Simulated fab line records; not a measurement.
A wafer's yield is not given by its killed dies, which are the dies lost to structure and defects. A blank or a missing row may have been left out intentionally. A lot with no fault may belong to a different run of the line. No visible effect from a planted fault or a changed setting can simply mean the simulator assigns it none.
fab line records -- flow sfqLine
record: lots: 7, wafers: 19, lastDay: 76
route steps=325 shown JJ@194 M5@198
lots that met no fault: from a run of the same line without faults
startH: start of the lot's first displayed wafer, in hours after the record's first day -- waitH: time in hours since the lot's previous step -- " repeats the value in the row above -- L1.1+2: one row covering several wafers at once -- - either no value or no given start -- * or withheld: withheld -- < > ~ a bound
route shown NAME@n: a module of which the file shows steps, and the number in the route of the first -- usual: average and standard deviation across the fault-free wafers -- same: alike in all rows -- chamber/n: place in a boat -- sites: each site's reading -- _std_site: standard deviation across them -- _edge_site: the outer-site mean with the inner-site mean subtracted -- radiusMm: for every site, how far away it sits from the centre of the wafer -- mask NAME#n: copy n -- behind: the most recent tool/chamber to have shaped the wafer -- hold: the reason the lot was held/the length of the hold in hours/how it ended -- device: the transistor (n, p or np) that didn't switch -- end of line: the same wafers' tests at the end of the route -- a step without rows: its recipe alone -- killed: at the first sort, the dies lost to defects and structure; wafer yield is something else -- map: a wafer's dies, marking killed ones x, the rest . and places with no die _
set.NAME: the setting that was run; set.NAME@STEP: the one run at that earlier step -- model.NAME: the simulator's own value behind a step, which no gauge read
a table for each step, a row for each wafer; lots at some steps of the route
services: the hour from which a tool's chamber was out of use, counted from the record's first day as startH (under 0 if before that day), plus the number of hours and why
== steps ==
step: SFQ_TRILAYER_JJ_CE_ETCH_RIE_118
recipe: target: Nb, stopOn: Al2O3, maskMaterial: PR, taperDeg: 13.257, overEtchFrac: 0.15, timeS: 97.7, chemistry: SF6, targetDepthNm: 170, icpW: 600, biasW: 80, pressureMtorr: 10
usual: drypumpMotorCurrentA: 5.7/0.42, oesProductAu: 0.989/0.008
lot.wafer,tool,chamber,startH,waitH,drypumpMotorCurrentA,oesProductAu,rfHoursCounterH
L150.1,rieMetal-03,0,967.14,0.1,5.1,0.985,83
L150.4,rieMetal-03,1,967.14,0.1,5.3,0.991,-
L150.6,rieMetal-03,1,967.14,0.1,5.3,0.977,-
L161.3,rieMetal-02,0,1043.81,0.1,6.3,0.980,-
L161.5,rieMetal-02,1,1043.81,0.1,5.6,0.978,-
L162.2,rieMetal-04,1,1061.77,0.1,5.8,1.002,79
L162.3,rieMetal-04,0,1061.77,0.1,6.0,0.976,-
L164.2,rieMetal-04,0,1072.57,0.1,6.0,0.979,98
L164.3,rieMetal-04,0,1072.57,0.1,6.0,0.994,-
L164.4,rieMetal-04,1,1072.57,0.1,5.8,0.994,-
L167.1,rieMetal-02,1,1091.77,0.1,5.6,0.987,0
L167.2,rieMetal-02,0,1091.77,0.1,6.3,0.990,153
L167.4,rieMetal-02,1,1091.77,0.1,5.6,0.990,-
L168.4,rieMetal-04,0,1100.25,0.1,6.0,0.994,-
L168.5,rieMetal-04,0,1100.25,0.1,6.0,0.984,-
L168.6,rieMetal-04,1,1100.25,0.1,5.9,0.993,-
L170.1,rieMetal-04,0,1112.21,0.1,6.0,0.997,105
L170.4,rieMetal-04,1,1112.21,0.1,5.8,0.985,-
L170.6,rieMetal-04,0,1112.21,0.1,6.0,0.991,-
step: SFQ_TRILAYER_JJ_ANODIZE_ANODIZE_119
recipe: currentDensityMaCm2: withheld, endCurrentDensityMaCm2: withheld, bathTempC: withheld
step: SFQ_TRILAYER_JJ_CE_STRIP_STRIP_120
recipe: gas: O2, powerW: 200, platenTempC: 40, overashFraction: 0.65, chemistry: O2, pressureMtorr: 50
usual: drypumpMotorCurrentA: 5.8/0.36, oesProductAu: 1.003/0.011
lot.wafer,tool,chamber,startH,waitH,drypumpMotorCurrentA,oesProductAu,rfHoursCounterH
L150.1,rieMetal-02,1,967.75,0.0,5.6,0.986,151
L150.4,rieMetal-02,1,967.75,0.0,5.6,0.985,-
L150.6,rieMetal-02,0,967.75,0.0,6.4,0.986,-
L161.3,rieMetal-04,0,1044.58,0.2,6.0,1.002,-
L161.5,rieMetal-04,1,1044.58,0.2,5.9,1.014,-
L162.2,rieMetal-03,1,1062.38,0.0,5.3,0.997,87
L162.3,rieMetal-03,1,1062.38,0.0,5.3,0.992,-
L164.2,rieMetal-04,1,1073.18,0.0,5.8,1.009,81
L164.3,rieMetal-04,0,1073.18,0.0,6.0,1.012,-
L164.4,rieMetal-04,1,1073.18,0.0,5.8,1.019,-
L167.1,rieMetal-02,0,1092.38,0.0,6.4,1.003,154
L167.2,rieMetal-02,1,1092.38,0.0,5.6,1.013,1
L167.4,rieMetal-02,1,1092.38,0.0,5.6,1.010,-
L168.4,rieMetal-03,1,1101.02,0.2,5.3,1.001,-
L168.5,rieMetal-03,1,1101.02,0.2,5.4,0.997,-
L168.6,rieMetal-03,0,1101.02,0.2,5.1,1.012,-
L170.1,rieMetal-02,0,1112.82,0.0,6.3,1.002,157
L170.4,rieMetal-02,1,1112.82,0.0,5.6,0.994,-
L170.6,rieMetal-02,1,1112.82,0.0,5.6,1.007,-
step: SFQ_TRILAYER_JJ_CE_STRIP_SOLV_CLEAN_121
recipe: chemistry: NMP, tempC: 70, timeS: 600
step: SFQ_TRILAYER_M5_LITHO_COAT_128
recipe: resist: BARC, spinRpm: 3000, resistThkNm: 62
step: SFQ_TRILAYER_M5_LITHO_COAT_123
recipe: resist: KrF, spinRpm: 3000, resistThkNm: 600
step: SFQ_TRILAYER_M5_LITHO_SOFTBAKE_127
recipe: tempC: withheld, timeS: withheld, resist: KrF
step: SFQ_TRILAYER_M5_LITHO_EXPOSE_124
recipe: maskId: M5, na: 0.6, sourceShape: conventional, sigmaOuter: 0.65, targetCdNm: 700, doseMj: 14.4
step: SFQ_TRILAYER_M5_LITHO_PEB_126
recipe: pebTempC: 115, pebTimeS: 60, resist: KrF
step: SFQ_TRILAYER_M5_LITHO_DEVELOP_125
recipe: timeS: 60, resist: KrF
step: SFQ_M5_OVL_MEAS_932
usual: M5_OVL: -4/5.9
lot.wafer,tool,chamber,startH,waitH,M5_OVL[nm]
L150.1,overlay-01,-,1083.35,0.1,-6
L150.4,overlay-01,-,1083.35,0.1,-1
L150.6,overlay-01,-,1083.35,0.1,0
L161.3,overlay-02,-,1151.21,0.1,-8
L161.5,overlay-02,-,1151.21,0.1,-6
L162.2,overlay-02,-,1166.80,0.1,1
L162.3,overlay-02,-,1166.80,0.1,2
L164.2,overlay-02,-,1177.60,0.1,-5
L164.3,overlay-02,-,1177.60,0.1,-7
L164.4,overlay-02,-,1177.60,0.1,-4
L167.1,overlay-02,-,1196.80,0.1,-2
L167.2,overlay-02,-,1196.80,0.1,-5
L167.4,overlay-02,-,1196.80,0.1,-14
L168.4,overlay-02,-,1202.81,0.1,-1
L168.5,overlay-02,-,1202.81,0.1,-2
L168.6,overlay-02,-,1202.81,0.1,-4
L170.1,overlay-02,-,1212.40,0.1,-9
L170.4,overlay-02,-,1212.40,0.1,-4
L170.6,overlay-02,-,1212.40,0.1,-5
step: SFQ_TRILAYER_M5_BARC_OPEN_METAL_ETCH_161
recipe: maskMaterial: PR, chemistry: O2, targetDepthNm: 125, target: BARC, icpW: 600, biasW: 80, pressureMtorr: 10, timeS: 41.7
usual: drypumpMotorCurrentA: 5.4/0.41, oesProductAu: 0.686/0.0049, runLengthS: 70.1/0.65
lot.wafer,tool,chamber,startH,waitH,drypumpMotorCurrentA,oesProductAu,rfHoursCounterH,runLengthS
L150.1,rieMetal-01,0,1083.38,0.0,5.0,0.694,12,70.0
L150.4,rieMetal-01,0,1083.38,0.0,5.0,0.680,-,69.9
L150.6,rieMetal-01,0,1083.38,0.0,4.9,0.686,-,69.7
L161.3,rieMetal-01,1,1151.25,0.0,5.9,0.684,-,70.2
L161.5,rieMetal-01,1,1151.25,0.0,5.9,0.681,-,70.0
L162.2,rieMetal-01,0,1166.83,0.0,5.0,0.685,31,69.9
L162.3,rieMetal-01,1,1166.83,0.0,5.9,0.697,-,69.7
L164.2,rieMetal-01,1,1177.63,0.0,5.8,0.688,18,70.3
L164.3,rieMetal-01,1,1177.63,0.0,5.8,0.693,-,69.9
L164.4,rieMetal-01,0,1177.63,0.0,5.0,0.687,-,70.0
L167.1,rieMetal-04,1,1196.83,0.0,5.8,0.689,105,70.4
L167.2,rieMetal-04,0,1196.83,0.0,6.0,0.688,122,69.6
L167.4,rieMetal-04,0,1196.83,0.0,6.0,0.689,-,69.6
L168.4,rieMetal-03,0,1202.85,0.0,5.1,0.691,-,69.7
L168.5,rieMetal-03,0,1202.85,0.0,5.1,0.690,-,69.4
L168.6,rieMetal-03,1,1202.85,0.0,5.3,0.695,-,69.8
L170.1,rieMetal-03,0,1212.43,0.0,5.1,0.681,125,72.4
L170.4,rieMetal-03,0,1212.43,0.0,5.1,0.680,-,72.5
L170.6,rieMetal-03,0,1212.43,0.0,5.1,0.680,-,72.4
step: SFQ_TRILAYER_M5_ETCH_METAL_ETCH_126
recipe: target: Nb, stopOn: SiO2, maskMaterial: PR, overEtchFrac: 0.15, timeS: 203.2, chemistry: Cl2/BCl3, targetDepthNm: 265, icpW: 600, biasW: 80, pressureMtorr: 10
usual: drypumpMotorCurrentA: 5.4/0.41, oesProductAu: 0.726/0.0062, runLengthS: 231.6/0.66
lot.wafer,tool,chamber,startH,waitH,drypumpMotorCurrentA,oesProductAu,rfHoursCounterH,runLengthS,model.KrF_of_TRILAYER_M5_LITHO_COAT_123.thkNm,model.M5.featureDepthNm,model.SiO2_of_TRILAYER_I4_DEP_PECVD_099.thkNm
L150.1,rieMetal-01,0,1083.50,0.1,5.0,0.723,12,231.4,368,162.2,182.6
L150.4,rieMetal-01,0,1083.50,0.1,5.0,0.722,-,231.3,370.6,160.6,182.8
L150.6,rieMetal-01,0,1083.50,0.1,5.0,0.719,-,231.3,370.5,162.5,182.7
L161.3,rieMetal-01,1,1151.36,0.1,5.8,0.647,-,287.0,329.6,166.6,173.4
L161.5,rieMetal-01,1,1151.36,0.1,5.8,0.651,-,286.6,333.5,168.5,174.8
L162.2,rieMetal-01,0,1166.89,0.0,5.0,0.713,31,231.8,371.1,159,179.9
L162.3,rieMetal-01,1,1166.89,0.0,5.8,0.653,-,286.6,327.9,167.6,173.2
L164.2,rieMetal-01,1,1177.69,0.0,5.8,0.719,18,231.4,369.2,157.6,181
L164.3,rieMetal-01,1,1177.69,0.0,5.8,0.649,-,286.8,327.8,166.7,175
L164.4,rieMetal-01,0,1177.69,0.0,5.0,0.723,-,231.3,370.2,161.3,182.2
L167.1,rieMetal-04,1,1196.89,0.0,5.8,0.727,105,232.6,364.4,162.1,179.1
L167.2,rieMetal-04,0,1196.89,0.0,6.0,0.725,122,231.3,371.2,161.3,181.1
L167.4,rieMetal-04,0,1196.89,0.0,6.0,0.727,-,231.2,369.4,159.9,181.6
L168.4,rieMetal-03,0,1202.96,0.1,5.1,0.730,-,230.7,365.4,161.4,182
L168.5,rieMetal-03,0,1202.96,0.1,5.1,0.724,-,231.1,365.6,160.9,182.7
L168.6,rieMetal-03,1,1202.96,0.1,5.3,0.724,-,231.5,371.2,159.2,180.3
L170.1,rieMetal-03,0,1212.54,0.1,5.1,0.724,125,233.8,364.5,161.7,182.5
L170.4,rieMetal-03,0,1212.54,0.1,5.1,0.724,-,233.6,364.4,160.9,181.7
L170.6,rieMetal-03,0,1212.54,0.1,5.1,0.725,-,233.8,367,160.3,181.7
step: SFQ_TRILAYER_M5_STRIP_STRIP_127
recipe: gas: O2, powerW: 200, platenTempC: 40, overashFraction: 0.65, chemistry: O2, pressureMtorr: 50
usual: drypumpMotorCurrentA: 5.4/0.41, oesProductAu: 1.002/0.012
lot.wafer,tool,chamber,startH,waitH,drypumpMotorCurrentA,oesProductAu,rfHoursCounterH
L150.1,rieMetal-01,0,1083.89,0.3,5.0,0.990,12
L150.4,rieMetal-01,0,1083.89,0.3,5.0,1.013,-
L150.6,rieMetal-01,0,1083.89,0.3,5.0,1.003,-
L161.3,rieMetal-01,1,1151.69,0.3,5.9,0.998,-
L161.5,rieMetal-01,1,1151.69,0.3,5.9,0.999,-
L162.2,rieMetal-01,0,1167.09,0.1,5.0,0.988,32
L162.3,rieMetal-01,1,1167.09,0.1,5.9,1.002,-
L164.2,rieMetal-01,1,1177.89,0.1,5.9,1.009,19
L164.3,rieMetal-01,1,1177.89,0.1,5.8,1.006,-
L164.4,rieMetal-01,0,1177.89,0.1,5.0,1.000,-
L167.1,rieMetal-04,1,1197.09,0.1,5.8,1.023,105
L167.2,rieMetal-04,0,1197.09,0.1,6.0,1.004,122
L167.4,rieMetal-04,0,1197.09,0.1,6.0,1.019,-
L168.4,rieMetal-03,0,1203.29,0.3,5.1,1.018,-
L168.5,rieMetal-03,0,1203.29,0.3,5.1,1.021,-
L168.6,rieMetal-03,1,1203.29,0.3,5.3,0.994,-
L170.1,rieMetal-03,0,1212.88,0.2,5.1,1.028,126
L170.4,rieMetal-03,0,1212.88,0.2,5.1,1.025,-
L170.6,rieMetal-03,0,1212.88,0.2,5.1,1.027,-
== services ==
tool,chamber,startH,hours,kind
rieMetal-01,0,996.01,-,clean
rieMetal-01,0,996.01,-,consumableReplace:focusRing
rieMetal-01,0,996.01,19.6,scheduledDown
rieMetal-01,0,996.01,19.6,ventCycle
rieMetal-03,0,1007.35,4.8,repair
rieMetal-02,1,1071.68,-,clean
rieMetal-02,1,1071.68,-,consumableReplace:focusRing
rieMetal-02,1,1071.68,17.2,scheduledDown
rieMetal-02,1,1071.68,17.2,ventCycle
rieMetal-01,1,1080.01,-,clean
rieMetal-01,1,1080.01,-,consumableReplace:focusRing
rieMetal-01,1,1080.01,12.3,scheduledDown
rieMetal-01,1,1080.01,12.3,ventCycle
rieMetal-02,-,1132.49,1.4,repair
rieMetal-02,0,1151.82,-,clean
rieMetal-02,0,1151.82,-,consumableReplace:focusRing
rieMetal-02,0,1151.82,24.6,scheduledDown
rieMetal-02,0,1151.82,24.6,ventCycle
rieMetal-03,1,1162.17,7.6,repair
rieMetal-03,0,1173.82,10.9,repair
rieMetal-02,-,1195.87,4.3,pm
rieMetal-02,0,1201.50,5.2,repair
== key ==
firstSign: step: SFQ_TRILAYER_M5_ETCH_METAL_ETCH_126, reading: runLengthS, direction: up, sigmas: 83, usual: *, struck: *
effect: step: SFQ_TRILAYER_M5_ETCH_METAL_ETCH_126, reading: oesProductAu, direction: down, sigmas: 12, usual: 0.726, struck: 0.650
modelEffect: step: SFQ_TRILAYER_M5_ETCH_METAL_ETCH_126, value: KrF_of_TRILAYER_M5_LITHO_COAT_123.thkNm, without: 370.7, struck: 329.7
metAt SFQ_TRILAYER_M5_ETCH_METAL_ETCH_126
struckWafers L161.3,L161.5,L162.3,L164.3
onsetBetween 1083.50 1151.36
fault: kind: processParameterDrift, tool: rieMetal-01, chamber: -, onsetH: 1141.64, steps: SFQ_TRILAYER_M5_ETCH_METAL_ETCH_126, channel: timeS, offset: *, shape: step, endH: 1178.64, scope: struckWafersOnly, actsIn: *, stated: *
